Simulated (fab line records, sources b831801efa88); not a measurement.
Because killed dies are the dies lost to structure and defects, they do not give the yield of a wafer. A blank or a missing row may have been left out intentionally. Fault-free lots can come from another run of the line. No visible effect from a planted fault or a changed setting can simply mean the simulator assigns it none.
A lot that was struck, set against a sound lot :: flow sky130 :: 43 steps out of a route of 708
Sound: the wafers L965.1, L965.2, L965.6. Struck: wafer L975.4 (left out: L975.1, a lot-mate that was not struck); the cause follows at the end.
Each step with rows lists, per side, the tool, then ch with its chambers, then its first start. Under that, the readings that differ: sound wafers :: struck wafers :: difference of the means :: sigmas: that difference in standard deviations of wafers without a fault.
alike: a reading whose means differ by less than 2 such deviations, as well as words and numbers matching on both sides. not compared: withheld readings; readings where some wafer has no value; bounds like >300 that might hide an equal value; numbers whose values overlap and for which the record gives no deviation.
A row with sigmas, a row that says differs or no value, or rows on one side alone: a step with any of these is where the two part. Numbers that have no deviation but don't overlap get no sigmas and don't part them. A reading missing from all wafers of one side parts the sides only when that side holds two or more wafers.

first, 6 steps without rows for these wafers: SKY_DNWELL_COAT_02 (resist thk 3000 nm); SKY_DNWELL_SOFTBAKE_03; SKY_DNWELL_EXPOSE_04 (exposes mask DNM, target cd 3000 nm); SKY_DNWELL_PEB_05; SKY_DNWELL_DEVELOP_06 (develop time 60 s); SKY_DNWELL_IMPLANT_07.
SKY_DNWELL_STRIP_08: strips in O2/N2.
  sound on plasmaAsher-03 ch 0,1, day 3 19:40; struck on plasmaAsher-04 ch 0, day 6 04:53
  alike: drypumpMotorCurrentA, oesProductAu, stripTimeToEndpointS
  not compared: rfHoursCounterH
SKY_DNWELL_TW_MEAS_09:
  struck on filmMetro-03, day 6 04:59; sound on filmMetro-03, day 3 19:46
  alike: DNWELL_TW
then, 4 steps without rows for these wafers: SKY_PWDE_DEHYDRATE_00 (time 60 s); SKY_PWDE_HMDS_01 (prime time 60 s); SKY_PWDE_COAT_02 (resist thk 3000 nm); SKY_PWDE_SOFTBAKE_03.
SKY_PWDE_EXPOSE_04: exposes mask PWDEM, target cd 840 nm.
  sound on ilineStepper-01 ch 0, day 4 04:14; struck on ilineStepper-01 ch 0, day 6 14:30
  alike: mask
then, 2 steps without rows for these wafers: SKY_PWDE_PEB_05; SKY_PWDE_DEVELOP_06 (develop time 60 s).
SKY_PWDE_OVL_MEAS_07:
  struck on overlay-01, day 6 23:55; sound on overlay-02, day 4 12:49
  alike: PWDE_OVL
then, 1 step without rows for these wafers: SKY_PWDE_IMPLANT_08.
SKY_PWDE_STRIP_09: strips in O2/N2.
  sound on plasmaAsher-02 ch 0,1, day 4 13:01; struck on plasmaAsher-02 ch 0, day 7 00:07
  alike: drypumpMotorCurrentA, oesProductAu, stripTimeToEndpointS
  not compared: rfHoursCounterH
SKY_PWDE_TW_MEAS_10:
  struck on filmMetro-02, day 7 00:13; sound on filmMetro-02, day 4 13:07
reading: PWDE_TW
sound: 374.2 378.0 374.2
struck: 370.5
difference: -5.0
sigmas: -2
then, 7 steps without rows for these wafers: SKY_NWELL_DEHYDRATE_03 (time 60 s); SKY_NWELL_HMDS_04 (prime time 60 s); SKY_NWELL_COAT_05 (resist thk 3000 nm); SKY_NWELL_SOFTBAKE_06; SKY_NWELL_EXPOSE_07 (exposes mask NWM, target cd 840 nm); SKY_NWELL_PEB_08; SKY_NWELL_DEVELOP_09 (develop time 60 s).
SKY_NWELL_OVL_MEAS_10:
  struck on overlay-01, day 7 19:41; sound on overlay-02, day 5 05:46
reading: NWELL_00_OVL (nm)
sound: 0.2 1.1 1.9
struck: -2.9
difference: -4.0
sigmas: -2
then, 3 steps without rows for these wafers: SKY_NWELL_IMPLANT_11; SKY_NWELL_IMPLANT_12; SKY_NWELL_IMPLANT_13.
SKY_NWELL_STRIP_14: strips in O2/N2.
  sound on plasmaAsher-01 ch 0,1, day 5 06:14; struck on plasmaAsher-04 ch 0, day 7 20:10
  alike: drypumpMotorCurrentA, oesProductAu, stripTimeToEndpointS
  not compared: rfHoursCounterH
SKY_NWELL_TW_MEAS_15:
  struck on filmMetro-03, day 7 20:16; sound on filmMetro-01, day 5 06:20
  alike: NWELL_TW
then, 7 steps without rows for these wafers: SKY_NWELL_DEHYDRATE_16 (time 60 s); SKY_NWELL_HMDS_17 (prime time 60 s); SKY_NWELL_COAT_18 (resist thk 3000 nm); SKY_NWELL_SOFTBAKE_19; SKY_NWELL_EXPOSE_20 (exposes mask NWM COMPLEMENT, target cd 840 nm); SKY_NWELL_PEB_21; SKY_NWELL_DEVELOP_22 (develop time 60 s).
SKY_NWELL_OVL_MEAS_23:
  struck on overlay-02, day 8 16:56; sound on overlay-02, day 5 23:59
  alike: NWELL_01_OVL
then, 1 step without rows for these wafers: SKY_NWELL_IMPLANT_24.
SKY_NWELL_STRIP_25: strips in O2/N2.
  sound on plasmaAsher-04 ch 0,1, day 6 00:10; struck on plasmaAsher-01 ch 1, day 8 17:07
  alike: drypumpMotorCurrentA, oesProductAu, stripTimeToEndpointS
  not compared: rfHoursCounterH
-- the record jumps here: 40 days lie between the struck wafers' starts before and after (it left off in module NWELL and takes up again in module PAD_OPEN, whose first step shown is number 708 of the route) --
SKY_PAD_OPEN_PROBE_99:
  struck on prober-02, day 49 02:23; sound on prober-02, day 46 12:29
reading: killedAtFrontEnd
sound: 16 11 21
struck: 31
difference: +15
sigmas: +3

reading: killedDies
sound: 76 83 98
struck: 108
difference: +22
sigmas: +2

reading: model.etest.res_p_drift_20v.widthNm (nm)
sound: 846.9 838.9 838.4
struck: 944.6
difference: +103.2
sigmas: 
  alike: killed_at_M0_to_M3, killed_at_M4_up, killedAtContacts, killedAtOther, killedOpen, killedShort

## WHERE THEY PART
First at SKY_PWDE_TW_MEAS_10; last, within this record, at SKY_PAD_OPEN_PROBE_99.

WHY: whatever the simulator had introduced
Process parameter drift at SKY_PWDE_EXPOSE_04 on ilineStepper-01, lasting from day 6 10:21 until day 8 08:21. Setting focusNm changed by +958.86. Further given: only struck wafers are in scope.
